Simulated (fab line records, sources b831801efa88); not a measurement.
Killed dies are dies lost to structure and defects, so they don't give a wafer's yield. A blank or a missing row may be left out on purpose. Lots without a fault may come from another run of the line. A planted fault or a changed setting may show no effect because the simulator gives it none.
Problem report in the 8D (eight disciplines) form, filled by code | flow sky130 | the parts of the form that need people (team, actions taken, sign-off) are left out

1. THE PROBLEM
VT_ADJUST_HVTR_TW at SKY_VT_ADJUST_HVTR_TW_MEAS_11 reads a mean of 30.1 on 9 wafers of 3 lots; wafers without a fault read 208.4 with a standard deviation of 1.9. That is -94 standard deviations from the usual mean.
First seen on wafer L287.3, day 10 15:41, on film_metro-04. The record holds 45 wafers of 15 lots with a number at this step. Rule for "out", or "out of limits": more than 4 standard deviations from the usual mean. The other wafers with a number count as sound.

2. WHAT IT IS AND WHAT IT IS NOT
question                    | is                     | is not
which readings at this step | VT_ADJUST_HVTR_TW      | -
which lots                  | L287, L288, L289       | L283, L285, L286, L290, L299, L300, L301, L302, L303, L304, L305, L306
which wafers of those lots  | all that have a number | -
read on which gauges        | film_metro-04          | film_metro-01, film_metro-02
when                        | from day 10 15:41      | up to then (9 sound wafers); but 27 sound wafers of L290, L299, L300, L301, L302, L303, L304, L305, L306 came after

3. SUSPECTS, AND WHAT RULES EACH OUT
Counting: a tool at a process step up to the reading stays a suspect if it ran every lot that is out and no sound lot after the first of them.
- the gauge at SKY_VT_ADJUST_HVTR_TW_MEAS_11: kept. All the wafers that are out were read on film_metro-04, and no step on other tools shows them out.
- litho_track-04 at SKY_VT_ADJUST_HVTR_DEVELOP_06 (develop time 60 s): ruled out as a lasting fault. Sound lots L301, L303, L305 ran on it after its first lot that is out, L287 (day 10 15:10).
Left after counting: film_metro-04 at SKY_VT_ADJUST_HVTR_TW_MEAS_11.

4. THE CAUSE (what the simulator had put in)
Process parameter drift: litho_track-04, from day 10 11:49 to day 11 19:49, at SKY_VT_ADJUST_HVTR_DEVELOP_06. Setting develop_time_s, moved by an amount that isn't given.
Counting ruled it out, wrongly: the rule takes a fault to strike every lot that its tool runs from its start on, and this one did not.

5. THE CHAIN OF EFFECTS, in route order
Each row: a reading whose mean over the struck wafers that have a number lies more than 3 standard deviations from the usual. Only readings for which the record gives a usual standard deviation are gone through. hours: the time from each lot's start at the first step in this table that gives one to its start at this step, as a median over the lots. sigmas: the change in usual standard deviations.
hours | step                          | reading           | usual | on struck wafers | change | sigmas
0     | SKY_VT_ADJUST_HVTR_TW_MEAS_11 | VT_ADJUST_HVTR_TW | 208.4 | 30.1             | -178.3 | -94
Later measuring or inspecting steps at which every struck wafer that the step has a row for has a number for every such reading, and none has moved that far: SKY_SONOS_ONO_THK_MEAS_03, SKY_CONTACT_RS_MEAS_25.

6. WHAT WOULD HAVE CAUGHT IT SOONER
In this record the first reading out of limits at a measuring or inspecting step was taken at day 10 15:41, 4 hours after the fault began at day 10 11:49.
